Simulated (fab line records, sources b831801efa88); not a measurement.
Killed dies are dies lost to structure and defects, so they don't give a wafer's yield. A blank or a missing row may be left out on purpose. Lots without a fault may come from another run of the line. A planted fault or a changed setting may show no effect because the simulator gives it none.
Problem report in the 8D (eight disciplines) form, filled by code | flow gf180mcu | the parts of the form that need people (team, actions taken, sign-off) are left out

1. THE PROBLEM
V3_CVD_02_THK at GF_V3_THK_MEAS_03 reads a mean of 983 nm on 1 wafer of 1 lot; wafers without a fault read 850 nm with a standard deviation of 13. That is +10 standard deviations from the usual mean.
First seen on wafer L405.5, day 28 05:36, on film_metro-04. The record holds 33 wafers of 11 lots with a number at this step. Rule for "out", or "out of limits": more than 4 standard deviations from the usual mean. The other wafers with a number count as sound.

2. WHAT IT IS AND WHAT IT IS NOT
question                    | is                | is not
which readings at this step | V3_CVD_02_THK     | -
which lots                  | L405              | L385, L387, L388, L389, L391, L394, L397, L399, L400, L401
which wafers of those lots  | L405.5            | L405.4, L405.6
read on which gauges        | film_metro-04     | film_metro-01, film_metro-02
when                        | from day 28 05:36 | up to then (32 sound wafers)

3. SUSPECTS, AND WHAT RULES EACH OUT
Counting: a tool at a process step up to the reading stays a suspect if it ran every lot that is out. Sound lots after the first of them don't rule it out here, since some wafers of a struck lot are sound.
- the gauge at GF_V3_THK_MEAS_03: ruled out. All the wafers that are out were read on film_metro-04, but those of them that GF_V3_CVD_02 has rows for are out there too, on other tools.
- pvd_sputter-03 at GF_M3_SPUTTER_00 (material Ti, target thk 37.5 nm, time 150 s): kept. It ran the lot that is out, L405 (day 27 08:10); its last sound lot up to then is L400 (day 26 06:35).
- pecvd-03 at GF_V3_CVD_02 (deposits SiO2 from TEOS, target thk 850 nm, time 94.851 s): kept. It ran the lot that is out, L405 (day 28 05:32); its last sound lot up to then is L400 (day 27 04:28). Its own readings are out on those wafers: run_length_s.
- Within pecvd-03 at GF_V3_CVD_02: the wafers that are out ran in chamber 1; their sound lot-mates ran in chambers 0, 2.
Left after counting: pvd_sputter-03 at GF_M3_SPUTTER_00, pecvd-03 at GF_V3_CVD_02.

4. THE CAUSE (what the simulator had put in)
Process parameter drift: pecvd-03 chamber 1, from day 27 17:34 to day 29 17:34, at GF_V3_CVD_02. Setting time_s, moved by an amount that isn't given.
Counting left 2 suspects, and this tool is among them.

5. THE CHAIN OF EFFECTS, in route order
Each row: a reading whose mean over the struck wafers that have a number lies more than 3 standard deviations from the usual. Only readings for which the record gives a usual standard deviation are gone through. hours: the time from each lot's start at the first step in this table that gives one to its start at this step, as a median over the lots. sigmas: the change in usual standard deviations.
hours | step              | reading            | usual   | on struck wafers | change | sigmas
0     | GF_V3_CVD_02      | run_length_s       | 123.0 s | 136.3            | +13.3  | +23
0     | GF_V3_THK_MEAS_03 | V3_CVD_02_THK      | 850 nm  | 983              | +133   | +10
6     | GF_V3_CMP_04      | time_to_endpoint_s | 79 s    | 120              | +41    | +6.5
The process steps in it:
- GF_V3_CVD_02: deposits SiO2 from TEOS, target thk 850 nm, time 94.851 s.
- GF_V3_CMP_04: polishes SiO2.
Later measuring or inspecting steps at which every struck wafer that the step has a row for has a number for every such reading, and none has moved that far: GF_V3_OVL_MEAS_15.

6. WHAT WOULD HAVE CAUGHT IT SOONER
In this record the first reading out of limits at a measuring or inspecting step was taken at day 28 05:36, 12 hours after the fault began at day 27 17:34.
The tool's own readings at GF_V3_CVD_02 were out on every struck wafer that the step has a row for (run_length_s): an alarm limit on them would have fired on the first of those.
All the lots that are out (1) had begun GF_V3_CVD_02 on pecvd-03 by day 28 05:36. A hold on the tool at that time would have spared none of them.
